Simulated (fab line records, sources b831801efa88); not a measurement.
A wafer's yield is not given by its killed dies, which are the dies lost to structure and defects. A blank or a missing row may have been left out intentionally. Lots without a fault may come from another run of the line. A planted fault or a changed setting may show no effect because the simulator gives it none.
Problem report in the 8D (eight disciplines) form, filled by code || flow gf180mcu || the parts of the form that need people (team, actions taken, sign-off) are left out

1. PROBLEM STATEMENT
Wafers free of any fault read 851 nm (standard deviation 11) for V3_CVD_02_THK at GF_V3_THK_MEAS_03, against a mean of 1221 nm on 4 wafers of 2 lots. Measured from the usual mean, that is +34 standard deviations.
First seen on wafer L816.3, day 24 23:36, on filmMetro-03. The record has a number at this step for 33 wafers belonging to 11 lots. Rule for "out", or "out of limits": more than 4 standard deviations from the usual mean. All remaining wafers that have a number are taken as sound.

2. WHAT IT IS; WHAT IT IS NOT
{"question": "which readings at this step", "is": "V3_CVD_02_THK", "is not": "-"}
{"question": "which lots", "is": "L816, L817", "is not": "L808, L809, L810, L812, L827, L828, L829, L830, L831"}
{"question": "which wafers of those lots", "is": "L816.3, L816.4, L817.4, L817.5", "is not": "L816.2, L817.2"}
{"question": "read on which gauges", "is": "filmMetro-03, filmMetro-04", "is not": "filmMetro-01"}
{"question": "when", "is": "from day 24 23:36", "is not": "up to then (13 sound wafers); but 16 sound wafers of L817, L827, L828, L829, L830, L831 came after"}

3. WHAT RULES OUT EACH SUSPECT
Counting: if a tool at a process step up to the reading ran every lot that is out, it stays a suspect. Sound lots after the first of them don't rule it out here, since some wafers of a struck lot are sound.
- ruled out: the gauge at GF_V3_THK_MEAS_03. The wafers that are out were read on 2 gauges (filmMetro-03, filmMetro-04).
- plasmaAsher-04 at GF_M3_STRIP_17 (strips in O2/N2): kept. Every lot that is out went through it, the first being L816 (day 24 22:51); the last sound lot it ran before that was L812 (day 23 00:25).
- pecvd-04 at GF_V3_CVD_02 (deposits SiO2 from TEOS, target thk 850 nm, time 94.851 s): kept. Every lot that is out went through it, the first being L816 (day 24 23:32); the last sound lot it ran before that was L810 (day 21 22:53).
What counting leaves: plasmaAsher-04 at GF_M3_STRIP_17 and pecvd-04 at GF_V3_CVD_02.

4. THE CAUSE (what the simulator had put in)
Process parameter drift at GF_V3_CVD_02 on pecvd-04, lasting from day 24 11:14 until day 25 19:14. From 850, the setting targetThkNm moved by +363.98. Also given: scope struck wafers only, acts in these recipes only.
2 suspects survive the count, and this tool is in that group.

5. THE EFFECT CHAIN, in route order
Rows list readings where the struck wafers' mean (over those with a number) sits beyond 3 standard deviations from the usual. Only readings for which the record gives a usual standard deviation are gone through. hours: the time from each lot's start at the first step in this table that gives one to its start at this step, as a median over the lots. sigmas: the change in usual standard deviations.
{"hours": 0, "step": "GF_V3_THK_MEAS_03", "reading": "V3_CVD_02_THK", "usual": "851 nm", "on struck wafers": 1221, "change": "+370", "sigmas": "+34"}
{"hours": 1, "step": "GF_V3_CMP_04", "reading": "timeToEndpointS", "usual": "82 s", "on struck wafers": 226, "change": "+144", "sigmas": "+31"}
Process steps it contains:
- GF_V3_CMP_04: polishes SiO2.

6. WHAT WOULD HAVE CAUGHT IT SOONER
In this record the first reading out of limits at a measuring or inspecting step was taken at day 24 23:36, 12 hours after the fault began at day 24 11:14.
An alarm limit of 4 standard deviations would not have fired on the tool readings at GF_V3_CVD_02 for which the record gives a usual standard deviation, since none of them was out on any struck wafer.
Of the lots that are out (2), L817 began GF_V3_CVD_02 on pecvd-04 after day 24 23:36. A hold on the tool at that time would have spared it.
